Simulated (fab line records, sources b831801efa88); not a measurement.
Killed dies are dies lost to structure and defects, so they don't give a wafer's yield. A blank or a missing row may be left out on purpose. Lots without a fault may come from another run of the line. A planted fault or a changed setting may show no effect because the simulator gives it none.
fab line records | flow gf180mcu
record lots=5 wafers=15 last_day=33
route steps=602 shown NSD@238 PSD@248 SAB@264 SALICIDE@278
lots that met no fault: from a run of the same line without faults
start_h: hours from the record's first day to the start of the lot's first wafer shown | wait_h: hours since the lot's step before | " the same as in the row above | L1.1+2: a row that stands for several wafers | - no value, or no start given | * or withheld: withheld | < > ~ a bound
route shown NAME@n: a module of which the file shows steps, and the number in the route of the first | usual: mean/standard deviation of fault-free wafers | same: alike in all rows | chamber/n: place in a boat | sites: the reading at each site | _std_site: their standard deviation | _edge_site: outer sites' mean less inner sites' | radius_mm: how far each site lies from the wafer's centre | mask NAME#n: copy n | behind: the tool/chamber that last shaped the wafer | hold: why the lot was held/for how many hours/how that ended | device: the transistor (n, p or np) that didn't switch | end of line: the same wafers' tests at the end of the route | a step without rows: its recipe alone | killed: dies lost to structure and defects at the first sort, not the wafer's yield | map: a wafer's dies, x killed, . not, _ none there
set.NAME: the setting as run; set.NAME@STEP: as run at that earlier step | model.NAME: the simulator's own value behind a step, which no gauge read
lots at some steps of the route; a table a step, a row a wafer
services: from which hour (start_h, from the record's first day; less than 0 if before it) a tool's chamber was out of use, for how many hours, and why
## steps
# step GF_NSD_SOFTBAKE_03
# recipe temp_c=90 time_s=60 resist=NOVOLAK
# columns lot.wafer tool chamber start_h wait_h
L074.1+3+5 litho_track-04 0 287.41 0.1
L082.3+5+6 litho_track-03 0 352.05 0.1
L085.1+2+3 litho_track-02 0 381.35 0.1
L090.1+3+4 litho_track-04 0 415.00 0.1
L094.3+4+5 litho_track-04 0 446.35 0.1
# step GF_NSD_EXPOSE_04
# recipe mask_id=Nplus target_cd_nm=400 na=0.6 source_shape=conventional sigma_outer=0.6 dose_mj=140
# columns lot.wafer tool chamber start_h wait_h mask
L074.1+3+5 iline_stepper-01 0 - - Nplus#0
L082.3+5+6 iline_stepper-01 0 - - Nplus#0
L085.1+2+3 iline_stepper-01 0 - - Nplus#0
L090.1+3+4 iline_stepper-02 0 - - Nplus#0
L094.3+4+5 iline_stepper-02 0 - - Nplus#0
# step GF_NSD_PEB_05
# recipe temp_c=withheld time_s=* resist=NOVOLAK
# columns lot.wafer tool chamber start_h wait_h
L074.1+3+5 litho_track-04 0 - -
L082.3+5+6 litho_track-04 0 - -
L085.1+2+3 litho_track-04 0 - -
L090.1+3+4 litho_track-04 0 - -
L094.3+4+5 litho_track-04 0 - -
# step GF_NSD_DEVELOP_06
# recipe develop_time_s=60 dev_temp_c=23
# columns lot.wafer tool chamber start_h wait_h
L074.1+3+5 litho_track-04 0 297.41 0.1
L082.3+5+6 litho_track-04 0 363.06 0.1
L085.1+2+3 litho_track-04 0 392.96 0.1
L090.1+3+4 litho_track-04 0 426.60 0.1
L094.3+4+5 litho_track-04 0 458.55 0.1
# step GF_NSD_CD_MEAS_07
# recipe target_cd_nm=400
# usual cd_nm=400.1/2.4
# columns lot.wafer tool chamber start_h wait_h cd_nm
L074.1 cd_sem-02 - 297.56 0.1 404.4
L074.3 " - " " 406.0
L074.5 " - " " 402.4
L082.3 cd_sem-01 - 363.20 0.1 398.9
L082.5 " - " " 399.1
L082.6 " - " " 397.4
L085.1 cd_sem-02 - 393.11 0.1 399.3
L085.2 " - " " 398.5
L085.3 " - " " 398.1
L090.1 cd_sem-02 - 426.75 0.1 403.5
L090.3 " - " " 400.1
L090.4 " - " " 400.9
L094.3 cd_sem-02 - 458.69 0.1 397.8
L094.4 " - " " 399.3
L094.5 " - " " 399.4
# step GF_NSD_OVL_MEAS_08
# usual NSD_OVL=-1.8/1.4
# columns lot.wafer tool chamber start_h wait_h NSD_OVL[nm]
L074.1 overlay-02 - 297.68 0.1 -1.2
L074.3 " - " " -0.3
L074.5 " - " " -0.7
L082.3 overlay-02 - 363.29 0.1 -4.8
L082.5 " - " " -1.5
L082.6 " - " " -1.9
L085.1 overlay-01 - 393.23 0.1 -1.1
L085.2 " - " " -1.5
L085.3 " - " " -3.0
L090.1 overlay-01 - 426.87 0.1 -2.9
L090.3 " - " " -1.1
L090.4 " - " " -1.8
L094.3 overlay-02 - 458.79 0.1 -2.0
L094.4 " - " " -3.8
L094.5 " - " " -2.9
# step GF_NSD_IMPLANT_09
# recipe species=As energy_kev=60 dose_cm2=4e+15 tilt_deg=7
# usual beam_energy_keV=60.002/0.019
# columns lot.wafer tool chamber start_h wait_h beam_energy_keV
L074.1 implanter-01 0 297.71 0.0 59.977
L074.3 " 0 " " 60.023
L074.5 " 0 " " 59.994
L082.3 implanter-03 0 363.36 0.1 60.028
L082.5 " 0 " " 60.007
L082.6 " 0 " " 59.993
L085.1 implanter-03 0 393.26 0.0 60.012
L085.2 " 0 " " 60.005
L085.3 " 0 " " 59.989
L090.1 implanter-04 0 426.91 0.0 60.007
L090.3 " 0 " " 60.006
L090.4 " 0 " " 60.026
L094.3 implanter-01 0 458.86 0.1 59.996
L094.4 " 0 " " 59.992
L094.5 " 0 " " 60.009
# step GF_NSD_IMPLANT_10
# recipe species=P energy_kev=40 dose_cm2=5e+14 tilt_deg=7
# usual beam_energy_keV=39.998/0.013
# columns lot.wafer tool chamber start_h wait_h beam_energy_keV
L074.1 implanter-01 0 297.86 0.1 40.000
L074.3 " 0 " " 40.009
L074.5 " 0 " " 40.014
L082.3 implanter-03 0 363.51 0.1 39.995
L082.5 " 0 " " 39.985
L082.6 " 0 " " 39.997
L085.1 implanter-03 0 393.41 0.1 40.017
L085.2 " 0 " " 40.011
L085.3 " 0 " " 40.008
L090.1 implanter-04 0 427.06 0.1 40.014
L090.3 " 0 " " 40.012
L090.4 " 0 " " 39.995
L094.3 implanter-01 0 459.01 0.1 39.980
L094.4 " 0 " " 39.994
L094.5 " 0 " " 39.996
# step GF_NSD_STRIP_11
# recipe chemistry=O2/N2 power_w=1400 pressure_mtorr=1500 platen_temp_c=250 o2_flow_sccm=3000 n2_flow_sccm=300 overash_fraction=0.5
# usual drypump_motor_current_A=5.7/0.53 heater_power_w=323/48 oes_product_au=0.487/0.0044 strip_time_to_endpoint_s=22.97/0.038
# columns lot.wafer tool chamber start_h wait_h drypump_motor_current_A heater_power_w oes_product_au rf_hours_counter_h strip_time_to_endpoint_s
L074.1 plasma_asher-02 1 298.01 0.1 5.7 305 0.490 46 22.91
L074.3 " 1 " " 5.6 310 0.483 - 22.94
L074.5 " 1 " " 5.7 301 0.488 - 22.97
L082.3 plasma_asher-01 1 363.64 0.1 4.7 272 0.491 - 22.94
L082.5 " 0 " " 5.7 419 0.487 - 22.97
L082.6 " 1 " " 4.7 278 0.483 - 22.95
L085.1 plasma_asher-01 0 393.56 0.1 5.6 409 0.482 79 22.94
L085.2 " 1 " " 4.7 269 0.484 79 22.95
L085.3 " 1 " " 4.7 271 0.478 - 22.95
L090.1 plasma_asher-03 0 427.21 0.1 6.2 323 0.487 33 22.98
L090.3 " 1 " " 5.5 360 0.485 - 22.95
L090.4 " 0 " " 6.2 320 0.479 - 22.94
L094.3 plasma_asher-03 0 459.14 0.1 6.1 328 0.492 - 23.03
L094.4 " 1 " " 5.5 346 0.486 - 23.05
L094.5 " 0 " " 6.1 323 0.485 - 23.01
# step GF_NSD_TW_MEAS_12
# usual NSD_TW=4209/44
# columns lot.wafer tool chamber start_h wait_h NSD_TW
L074.1 film_metro-03 - 298.11 0.1 4178
L074.3 " - " " 4166
L074.5 " - " " 4177
L082.3 film_metro-04 - 363.73 0.1 4259
L082.5 " - " " 4267
L082.6 " - " " 4268
L085.1 film_metro-03 - 393.66 0.1 4170
L085.2 " - " " 4164
L085.3 " - " " 4171
L090.1 film_metro-03 - 427.31 0.1 4112
L090.3 " - " " 4107
L090.4 " - " " 4137
L094.3 film_metro-02 - 459.23 0.1 4194
L094.4 " - " " 4203
L094.5 " - " " 4192
# step GF_PSD_DEHYDRATE_00
# recipe temp_c=200 time_s=60
# columns lot.wafer tool chamber start_h wait_h
L074.1+3+5 litho_track-03 0 307.70 9.6
L082.3+5+6 litho_track-03 0 374.40 10.7
L085.1+2+3 litho_track-01 0 404.25 10.6
L090.1+3+4 litho_track-03 0 438.95 11.6
L094.3+4+5 litho_track-01 0 471.25 12.0
# step GF_PSD_HMDS_01
# recipe prime_time_s=60 prime_temp_c=120
# columns lot.wafer tool chamber start_h wait_h
L074.1+3+5 litho_track-03 0 307.85 0.1
L082.3+5+6 litho_track-03 0 374.55 0.1
L085.1+2+3 litho_track-01 0 404.40 0.1
L090.1+3+4 litho_track-03 0 439.10 0.1
L094.3+4+5 litho_track-01 0 471.40 0.1
# step GF_PSD_COAT_02
# recipe resist=NOVOLAK spin_rpm=3000 resist_thk_nm=1000
# columns lot.wafer tool chamber start_h wait_h
L074.1+3+5 litho_track-03 0 308.00 0.1
L082.3+5+6 litho_track-03 0 374.70 0.1
L085.1+2+3 litho_track-01 0 404.55 0.1
L090.1+3+4 litho_track-03 0 439.25 0.1
L094.3+4+5 litho_track-01 0 471.55 0.1
# step GF_PSD_SOFTBAKE_03
# recipe temp_c=90 time_s=60 resist=NOVOLAK
# columns lot.wafer tool chamber start_h wait_h
L074.1+3+5 litho_track-03 0 308.15 0.1
L082.3+5+6 litho_track-03 0 374.85 0.1
L085.1+2+3 litho_track-01 0 404.70 0.1
L090.1+3+4 litho_track-03 0 439.40 0.1
L094.3+4+5 litho_track-01 0 471.70 0.1
# step GF_PSD_EXPOSE_04
# recipe mask_id=Pplus target_cd_nm=400 na=0.6 source_shape=conventional sigma_outer=0.6 dose_mj=140
# columns lot.wafer tool chamber start_h wait_h mask
L074.1+3+5 iline_stepper-02 0 - - Pplus#0
L082.3+5+6 iline_stepper-01 0 - - Pplus#0
L085.1+2+3 iline_stepper-02 0 - - Pplus#0
L090.1+3+4 iline_stepper-01 0 - - Pplus#0
L094.3+4+5 iline_stepper-02 0 - - Pplus#0
# step GF_PSD_PEB_05
# recipe temp_c=withheld time_s=* resist=NOVOLAK
# columns lot.wafer tool chamber start_h wait_h
L074.1+3+5 litho_track-03 0 - -
L082.3+5+6 litho_track-04 0 - -
L085.1+2+3 litho_track-01 0 - -
L090.1+3+4 litho_track-01 0 - -
L094.3+4+5 litho_track-04 0 - -
# step GF_PSD_DEVELOP_06
# recipe develop_time_s=59.07 dev_temp_c=23
# columns lot.wafer tool chamber start_h wait_h
L074.1+3+5 litho_track-03 0 318.35 0.1
L082.3+5+6 litho_track-04 0 385.11 0.1
L085.1+2+3 litho_track-01 0 416.55 0.1
L090.1+3+4 litho_track-01 0 451.20 0.1
L094.3+4+5 litho_track-04 0 483.05 0.1
# step GF_PSD_CD_MEAS_07
# recipe target_cd_nm=400
# usual cd_nm=401.2/1.8
# columns lot.wafer tool chamber start_h wait_h cd_nm
L074.1 cd_sem-02 - 318.50 0.1 400.0
L074.3 " - " " 402.0
L074.5 " - " " 401.8
L082.3 cd_sem-01 - 385.25 0.1 399.0
L082.5 " - " " 400.9
L082.6 " - " " 403.0
L085.1 cd_sem-01 - 416.70 0.1 402.5
L085.2 " - " " 400.1
L085.3 " - " " 401.8
L090.1 cd_sem-01 - 451.35 0.1 402.7
L090.3 " - " " 400.6
L090.4 " - " " 401.1
L094.3 cd_sem-01 - 483.19 0.1 400.2
L094.4 " - " " 404.5
L094.5 " - " " 403.4
# step GF_PSD_OVL_MEAS_08
# usual PSD_OVL=-0.9/1.3
# columns lot.wafer tool chamber start_h wait_h PSD_OVL[nm]
L074.1 overlay-02 - 318.62 0.1 -2.3
L074.3 " - " " -1.5
L074.5 " - " " -3.4
L082.3 overlay-02 - 385.34 0.1 -2.9
L082.5 " - " " -1.4
L082.6 " - " " -1.4
L085.1 overlay-02 - 416.82 0.1 -4.3
L085.2 " - " " -2.8
L085.3 " - " " -2.0
L090.1 overlay-02 - 451.47 0.1 -3.2
L090.3 " - " " -1.9
L090.4 " - " " -0.7
L094.3 overlay-02 - 483.29 0.1 -2.2
L094.4 " - " " -1.9
L094.5 " - " " -1.9
# step GF_PSD_IMPLANT_09
# recipe species=BF2 energy_kev=40 dose_cm2=1.5e+15 tilt_deg=7
# usual beam_energy_keV=39.999/0.011
# columns lot.wafer tool chamber start_h wait_h beam_energy_keV
L074.1 implanter-02 0 318.66 0.0 39.998
L074.3 " 0 " " 40.000
L074.5 " 0 " " 40.014
L082.3 implanter-02 0 385.41 0.1 39.985
L082.5 " 0 " " 40.003
L082.6 " 0 " " 40.006
L085.1 implanter-02 0 416.86 0.0 40.008
L085.2 " 0 " " 39.997
L085.3 " 0 " " 40.010
L090.1 implanter-04 0 451.51 0.0 39.992
L090.3 " 0 " " 39.998
L090.4 " 0 " " 40.007
L094.3 implanter-01 0 483.36 0.1 39.982
L094.4 " 0 " " 39.982
L094.5 " 0 " " 39.985
# step GF_PSD_STRIP_10
# recipe chemistry=O2/N2 power_w=1400 pressure_mtorr=1500 platen_temp_c=250 o2_flow_sccm=3000 n2_flow_sccm=300 overash_fraction=0.5
# usual drypump_motor_current_A=5.8/0.53 heater_power_w=326/48 oes_product_au=0.592/0.0048 strip_time_to_endpoint_s=16.52/0.039
# columns lot.wafer tool chamber start_h wait_h drypump_motor_current_A heater_power_w oes_product_au rf_hours_counter_h strip_time_to_endpoint_s
L074.1 plasma_asher-03 0 318.81 0.1 6.1 326 0.603 22 16.54
L074.3 " 1 " " 5.6 351 0.587 - 16.52
L074.5 " 0 " " 6.1 329 0.594 - 16.57
L082.3 plasma_asher-01 1 385.54 0.1 4.7 280 0.595 - 16.54
L082.5 " 1 " " 4.7 280 0.594 - 16.54
L082.6 " 0 " " 5.6 414 0.592 - 16.55
L085.1 plasma_asher-01 1 417.01 0.1 4.7 283 0.598 81 16.42
L085.2 " 0 " " 5.6 419 0.589 81 16.41
L085.3 " 0 " " 5.7 409 0.596 - 16.44
L090.1 plasma_asher-04 0 451.66 0.1 5.8 275 0.585 2 16.55
L090.3 " 1 " " 6.4 334 0.588 - 16.50
L090.4 " 0 " " 5.8 274 0.586 - 16.50
L094.3 plasma_asher-01 0 483.49 0.1 5.7 424 0.599 - 16.55
L094.4 " 1 " " 4.7 277 0.597 - 16.52
L094.5 " 0 " " 5.7 425 0.590 - 16.53
# step GF_PSD_TW_MEAS_11
# usual PSD_TW=3147/34
# columns lot.wafer tool chamber start_h wait_h PSD_TW
L074.1 film_metro-03 - 318.91 0.1 3128
L074.3 " - " " 3111
L074.5 " - " " 3115
L082.3 film_metro-04 - 385.66 0.1 3219
L082.5 " - " " 3202
L082.6 " - " " 3225
L085.1 film_metro-02 - 417.11 0.1 3158
L085.2 " - " " 3150
L085.3 " - " " 3152
L090.1 film_metro-04 - 451.76 0.1 3209
L090.3 " - " " 3215
L090.4 " - " " 3200
L094.3 film_metro-04 - 483.58 0.1 3212
L094.4 " - " " 3220
L094.5 " - " " 3218
# step GF_PSD_CLEAN_12
# recipe chemistry=SC1/SC2 mix=1:4:20 temp_c=70 time_s=150 dry=n2_spin
# usual bath_guard_temp_C=70.1/0.5
# columns lot.wafer tool chamber start_h wait_h bath_guard_temp_C
L074.1 wet_bench-03 1 318.97 0.1 70.2
L074.3 " 1 " " 69.7
L074.5 " 1 " " 69.8
L082.3 wet_bench-03 0 385.70 0.0 71.4
L082.5 " 0 " " 70.8
L082.6 " 0 " " 71.0
L085.1 wet_bench-04 0 417.17 0.1 70.3
L085.2 " 0 " " 70.9
L085.3 " 0 " " 70.7
L090.1 wet_bench-03 2 451.82 0.1 69.7
L090.3 " 2 " " 69.9
L090.4 " 2 " " 69.6
L094.3 wet_bench-04 3 483.62 0.0 69.7
L094.4 " 3 " " 69.4
L094.5 " 3 " " 69.5
# step GF_PSD_RTA_13
# recipe temp_c=1025 time_s=20 ambient=N2
# usual chamber_o2_ppm=2.001/0.023 lamp_power_pct=35.1/2.7 wafer_temp_C_max=1031.8/1.8
# columns lot.wafer tool chamber start_h wait_h chamber_o2_ppm lamp_power_pct wafer_temp_C_max
L074.1 rtp_anneal-01 0 319.02 0.0 1.996 31.9 1029.7
L074.3 " 0 " " 2.033 31.9 1030.0
L074.5 " 0 " " 2.012 31.9 1029.7
L082.3 rtp_anneal-01 0 385.77 0.0 2.014 31.9 1031.2
L082.5 " 0 " " 2.025 31.9 1029.5
L082.6 " 0 " " 2.003 31.9 1031.8
L085.1 rtp_anneal-01 0 417.22 0.0 1.995 31.9 1030.9
L085.2 " 0 " " 1.979 31.9 1028.2
L085.3 " 0 " " 1.972 32.0 1030.9
L090.1 rtp_anneal-02 0 451.87 0.0 1.994 37.4 1034.1
L090.3 " 0 " " 2.011 37.4 1035.9
L090.4 " 0 " " 2.016 37.5 1034.7
L094.3 rtp_anneal-02 0 483.70 0.0 1.946 37.4 1033.3
L094.4 " 0 " " 1.991 37.4 1030.9
L094.5 " 0 " " 1.945 37.4 1031.4
# step GF_PSD_RS_MEAS_14
# recipe thk_meas_gauge=four-point-probe
# usual NSD_RS=46.12/0.094
# columns lot.wafer tool chamber start_h wait_h NSD_RS[ohm/sq]
L074.1 film_metro-03 - 319.19 0.1 46.03
L074.3 " - " " 46.20
L074.5 " - " " 46.17
L082.3 film_metro-02 - 385.87 0.1 46.07
L082.5 " - " " 46.10
L082.6 " - " " 45.95
L085.1 film_metro-03 - 417.30 0.1 45.92
L085.2 " - " " 45.94
L085.3 " - " " 46.03
L090.1 film_metro-03 - 451.95 0.1 46.10
L090.3 " - " " 46.07
L090.4 " - " " 46.02
L094.3 film_metro-03 - 483.79 0.1 46.07
L094.4 " - " " 46.16
L094.5 " - " " 46.08
# step GF_PSD_RS_MEAS_15
# recipe thk_meas_gauge=four-point-probe
# usual PSD_RS=108.47/0.29
# columns lot.wafer tool chamber start_h wait_h PSD_RS[ohm/sq]
L074.1 film_metro-03 - 319.31 0.1 108.13
L074.3 " - " " 108.84
L074.5 " - " " 108.30
L082.3 film_metro-02 - 385.99 0.1 108.17
L082.5 " - " " 108.27
L082.6 " - " " 108.16
L085.1 film_metro-03 - 417.42 0.1 108.21
L085.2 " - " " 108.19
L085.3 " - " " 108.39
L090.1 film_metro-03 - 452.07 0.1 108.20
L090.3 " - " " 108.52
L090.4 " - " " 108.82
L094.3 film_metro-03 - 483.91 0.1 108.41
L094.4 " - " " 108.65
L094.5 " - " " 108.39
# step GF_SAB_CVD_00
# recipe material=SiO2 target_thk_nm=50 precursor=TEOS temp_c=400 time_s=4.9302 rf_w=600
# usual heater_power_w=698/97
# columns lot.wafer tool chamber start_h wait_h heater_power_w
L074.1 pecvd-03 0 319.43 0.1 837
L074.3 " 1 " " 681
L074.5 " 1 " " 659
L082.3 pecvd-03 1 386.08 0.1 622
L082.5 " 1 " " 642
L082.6 " 0 " " 795
L085.1 pecvd-02 0 417.54 0.1 664
L085.2 " 2 " " 724
L085.3 " 1 " " 898
L090.1 pecvd-02 0 452.19 0.1 628
L090.3 " 1 " " 815
L090.4 " 0 " " 625
L094.3 pecvd-02 0 483.99 0.1 650
L094.4 " 1 " " 838
L094.5 " 2 " " 767
# step GF_SAB_THK_MEAS_01
# recipe reads=SiO2_of_SAB_CVD_00
# usual SAB_CVD_00_THK=49.6/0.81
# columns lot.wafer tool chamber start_h wait_h SAB_CVD_00_THK[nm]
L074.1 film_metro-04 - 319.45 0.0 49.2
L074.3 " - " " 49.0
L074.5 " - " " 50.0
L082.3 film_metro-04 - 386.12 0.0 50.1
L082.5 " - " " 50.0
L082.6 " - " " 50.5
L085.1 film_metro-04 - 417.56 0.0 49.1
L085.2 " - " " 49.7
L085.3 " - " " 49.5
L090.1 film_metro-01 - 452.21 0.0 48.8
L090.3 " - " " 49.2
L090.4 " - " " 48.9
L094.3 film_metro-04 - 484.03 0.0 47.9
L094.4 " - " " 48.8
L094.5 " - " " 49.7
# step GF_SAB_DEHYDRATE_02
# recipe temp_c=200 time_s=60
# columns lot.wafer tool chamber start_h wait_h
L074.1+3+5 litho_track-02 0 329.50 10.0
L082.3+5+6 litho_track-04 0 397.25 11.1
L085.1+2+3 litho_track-02 0 429.35 11.8
L090.1+3+4 litho_track-02 0 464.20 12.0
L094.3+4+5 litho_track-01 0 496.05 12.0
# step GF_SAB_HMDS_03
# recipe prime_time_s=60 prime_temp_c=120
# columns lot.wafer tool chamber start_h wait_h
L074.1+3+5 litho_track-02 0 329.65 0.1
L082.3+5+6 litho_track-04 0 397.40 0.1
L085.1+2+3 litho_track-02 0 429.50 0.1
L090.1+3+4 litho_track-02 0 464.35 0.1
L094.3+4+5 litho_track-01 0 496.20 0.1
# step GF_SAB_COAT_04
# recipe resist=NOVOLAK spin_rpm=3000 resist_thk_nm=1000
# columns lot.wafer tool chamber start_h wait_h
L074.1+3+5 litho_track-02 0 329.80 0.1
L082.3+5+6 litho_track-04 0 397.55 0.1
L085.1+2+3 litho_track-02 0 429.65 0.1
L090.1+3+4 litho_track-02 0 464.50 0.1
L094.3+4+5 litho_track-01 0 496.35 0.1
# step GF_SAB_SOFTBAKE_05
# recipe temp_c=90 time_s=60 resist=NOVOLAK
# columns lot.wafer tool chamber start_h wait_h
L074.1+3+5 litho_track-02 0 329.95 0.1
L082.3+5+6 litho_track-04 0 397.70 0.1
L085.1+2+3 litho_track-02 0 429.80 0.1
L090.1+3+4 litho_track-02 0 464.65 0.1
L094.3+4+5 litho_track-01 0 496.50 0.1
# step GF_SAB_EXPOSE_06
# recipe mask_id=SAB target_cd_nm=420 na=0.6 source_shape=conventional sigma_outer=0.6 dose_mj=140
# columns lot.wafer tool chamber start_h wait_h mask
L074.1+3+5 iline_stepper-01 0 - - SAB#0
L082.3+5+6 iline_stepper-01 0 - - SAB#0
L085.1+2+3 iline_stepper-02 0 - - SAB#0
L090.1+3+4 iline_stepper-01 0 - - SAB#0
L094.3+4+5 iline_stepper-02 0 - - SAB#0
# step GF_SAB_PEB_07
# recipe temp_c=withheld time_s=* resist=NOVOLAK
# columns lot.wafer tool chamber start_h wait_h
L074.1+3+5 litho_track-01 0 - -
L082.3+5+6 litho_track-01 0 - -
L085.1+2+3 litho_track-04 0 - -
L090.1+3+4 litho_track-04 0 - -
L094.3+4+5 litho_track-01 0 - -
# step GF_SAB_DEVELOP_08
# recipe develop_time_s=60 dev_temp_c=23
# columns lot.wafer tool chamber start_h wait_h
L074.1+3+5 litho_track-01 0 340.70 0.1
L082.3+5+6 litho_track-01 0 409.15 0.1
L085.1+2+3 litho_track-04 0 442.10 0.1
L090.1+3+4 litho_track-04 0 476.35 0.1
L094.3+4+5 litho_track-01 0 508.30 0.1
# step GF_SAB_CD_MEAS_09
# recipe target_cd_nm=420
# usual cd_nm=419.1/2.3
# columns lot.wafer tool chamber start_h wait_h cd_nm
L074.1 cd_sem-02 - 340.85 0.1 415.9
L074.3 " - " " 419.9
L074.5 " - " " 418.2
L082.3 cd_sem-02 - 409.29 0.1 417.1
L082.5 " - " " 417.3
L082.6 " - " " 418.2
L085.1 cd_sem-01 - 442.25 0.1 419.9
L085.2 " - " " 416.2
L085.3 " - " " 418.2
L090.1 cd_sem-02 - 476.50 0.1 420.5
L090.3 " - " " 421.8
L090.4 " - " " 422.7
L094.3 cd_sem-02 - 508.44 0.1 419.8
L094.4 " - " " 420.5
L094.5 " - " " 418.5
# step GF_SAB_OVL_MEAS_10
# usual SAB_OVL=0.6/1.3
# columns lot.wafer tool chamber start_h wait_h SAB_OVL[nm]
L074.1 overlay-02 - 340.97 0.1 -4.2
L074.3 " - " " -2.6
L074.5 " - " " -1.6
L082.3 overlay-01 - 409.38 0.1 3.5
L082.5 " - " " 2.6
L082.6 " - " " 1.7
L085.1 overlay-02 - 442.37 0.1 -0.7
L085.2 " - " " -0.6
L085.3 " - " " -0.6
L090.1 overlay-02 - 476.62 0.1 0.4
L090.3 " - " " -0.4
L090.4 " - " " -0.1
L094.3 overlay-02 - 508.53 0.1 0.6
L094.4 " - " " 0.2
L094.5 " - " " 0.0
# step GF_SAB_ETCH_11
# recipe chemistry=C4F8/O2/Ar mask_material=NOVOLAK target=SiO2 target_depth_nm=55 source_w=1500 bias_w=1200 pressure_mtorr=40 c4f8_flow_sccm=withheld O2_flow_sccm=6 Ar_flow_sccm=300 time_s=8.5
# usual oes_product_au=0.996/0.012
# columns lot.wafer tool chamber start_h wait_h oes_product_au rf_hours_counter_h
L074.1 rie_diel-02 1 341.01 0.0 0.984 13
L074.3 " 0 " " 0.987 2
L074.5 " 3 " " 0.993 -
L082.3 rie_diel-01 3 409.41 0.0 0.985 0
L082.5 " 3 " " 0.980 -
L082.6 " 2 " " 1.011 -
L085.1 rie_diel-01 0 442.41 0.0 0.988 65
L085.2 " 1 " " 0.981 73
L085.3 " 2 " " 1.018 69
L090.1 rie_diel-03 0 476.66 0.0 0.989 75
L090.3 " 3 " " 0.968 2
L090.4 " 1 " " 1.002 4
L094.3 rie_diel-03 3 508.56 0.0 0.993 2
L094.4 " 2 " " 1.006 6
L094.5 " 2 " " 0.999 -
# step GF_SAB_WET_ETCH_12
# recipe chemistry=dHF target_depth_nm=22 dry=n2_spin target=SiO2 temp_c=25 dilution=100:1 time_s=440
# columns lot.wafer tool chamber start_h wait_h
L074.1+3+5 wet_bench-01 2 341.03 0.0
L082.3+5+6 wet_bench-01 1 409.43 0.0
L085.1+2+3 wet_bench-02 2 442.43 0.0
L090.1+3+4 wet_bench-04 1 476.68 0.0
L094.3+4+5 wet_bench-02 1 508.58 0.0
# step GF_SAB_STRIP_13
# recipe chemistry=O2/N2 power_w=1400 pressure_mtorr=1500 platen_temp_c=250 o2_flow_sccm=3000 n2_flow_sccm=300 overash_fraction=0.5
# usual drypump_motor_current_A=6.0/0.35 heater_power_w=313/28 oes_product_au=0.710/0.0044 strip_time_to_endpoint_s=12.61/0.039
# columns lot.wafer tool chamber start_h wait_h drypump_motor_current_A heater_power_w oes_product_au rf_hours_counter_h strip_time_to_endpoint_s
L074.1 plasma_asher-02 0 341.19 0.0 6.4 287 0.718 51 12.58
L074.3 " 0 " " 6.4 288 0.721 - 12.59
L074.5 " 0 " " 6.4 283 0.714 - 12.57
L082.3 plasma_asher-03 1 409.61 0.0 5.5 349 0.713 - 12.60
L082.5 " 1 " " 5.5 361 0.710 - 12.64
L082.6 " 0 " " 6.1 331 0.704 - 12.63
L085.1 plasma_asher-02 1 442.69 0.0 5.6 308 0.709 62 12.63
L085.2 " 0 " " 6.4 286 0.708 62 12.64
L085.3 " 1 " " 5.6 303 0.714 - 12.63
L090.1 plasma_asher-04 0 476.81 0.0 5.9 282 0.713 5 12.57
L090.3 " 0 " " 5.9 278 0.704 - 12.60
L090.4 " 1 " " 6.4 334 0.714 - 12.58
L094.3 plasma_asher-02 1 508.74 0.0 5.7 302 0.717 - 12.59
L094.4 " 0 " " 6.4 288 0.709 - 12.57
L094.5 " 1 " " 5.6 309 0.708 - 12.59
# step GF_SALICIDE_CLEAN_00
# recipe chemistry=SC1/SC2 mix=1:4:20 temp_c=70 time_s=150
# usual bath_guard_temp_C=70.0/0.55
# columns lot.wafer tool chamber start_h wait_h bath_guard_temp_C
L074.1 wet_bench-02 2 341.29 0.1 69.9
L074.3 " 2 " " 69.9
L074.5 " 2 " " 70.1
L082.3 wet_bench-02 2 409.67 0.0 69.9
L082.5 " 2 " " 70.1
L082.6 " 2 " " 69.7
L085.1 wet_bench-03 0 442.79 0.1 71.3
L085.2 " 0 " " 70.7
L085.3 " 0 " " 71.0
L090.1 wet_bench-02 2 476.91 0.1 69.8
L090.3 " 2 " " 69.9
L090.4 " 2 " " 69.5
L094.3 wet_bench-01 1 508.81 0.0 69.8
L094.4 " 1 " " 69.8
L094.5 " 1 " " 69.8
# step GF_SALICIDE_WET_ETCH_01
# recipe chemistry=dHF target_depth_nm=5 dry=ipa_marangoni target=SiO2 temp_c=25 dilution=100:1 time_s=100
# columns lot.wafer tool chamber start_h wait_h
L074.1+3+5 wet_bench-03 0 341.34 0.0
L082.3+5+6 wet_bench-03 3 409.77 0.0
L085.1+2+3 wet_bench-03 1 442.84 0.0
L090.1+3+4 wet_bench-03 3 476.97 0.0
L094.3+4+5 wet_bench-03 2 508.87 0.0
# step GF_SALICIDE_SPUTTER_02
# recipe material=Co target_thk_nm=10 power_w=1000 time_s=20 chamber_pressure_pa=0.4
# usual throttle_valve_pct=30.1/1.3
# columns lot.wafer tool chamber start_h wait_h throttle_valve_pct
L074.1 pvd_sputter-03 - 341.37 0.0 29.6
L074.3 " - " " 28.4
L074.5 " - " " 29.4
L082.3 pvd_sputter-03 - 409.81 0.0 29.5
L082.5 " - " " 29.4
L082.6 " - " " 29.3
L085.1 pvd_sputter-01 - 442.88 0.0 32.6
L085.2 " - " " 31.0
L085.3 " - " " 29.4
L090.1 pvd_sputter-02 - 477.00 0.0 31.3
L090.3 " - " " 31.5
L090.4 " - " " 29.8
L094.3 pvd_sputter-01 - 508.90 0.0 32.9
L094.4 " - " " 30.1
L094.5 " - " " 29.5
## services
# columns tool chamber start_h hours kind
implanter-02 - 270.31 1.0 repair
iline_stepper-01 - 281.61 1.7 pm
iline_stepper-01 - 301.42 2.1 pm
implanter-02 - 309.52 4.0 repair
plasma_asher-01 - 310.23 4.5 repair
iline_stepper-02 - 317.00 1.7 pm
implanter-02 - 324.37 3.9 repair
plasma_asher-03 - 326.10 2.2 repair
implanter-03 - 327.04 2.6 pm
iline_stepper-01 - 372.01 0.8 pm
iline_stepper-02 - 377.88 12.2 repair
implanter-03 - 406.97 23.2 pm
plasma_asher-01 - 411.71 2.8 pm
wet_bench-03 - 416.32 1.7 repair
iline_stepper-01 - 418.63 15.9 repair
iline_stepper-02 - 430.25 3.3 repair
implanter-03 - 443.69 1.6 repair
plasma_asher-03 - 452.44 3.4 repair
iline_stepper-02 - 461.83 6.6 repair
implanter-03 - 467.57 0.7 repair
implanter-01 - 487.56 4.0 repair
plasma_asher-01 - 488.33 0.3 repair
iline_stepper-01 - 499.79 1.7 pm
implanter-03 - 505.16 1.4 repair
## key
fault none
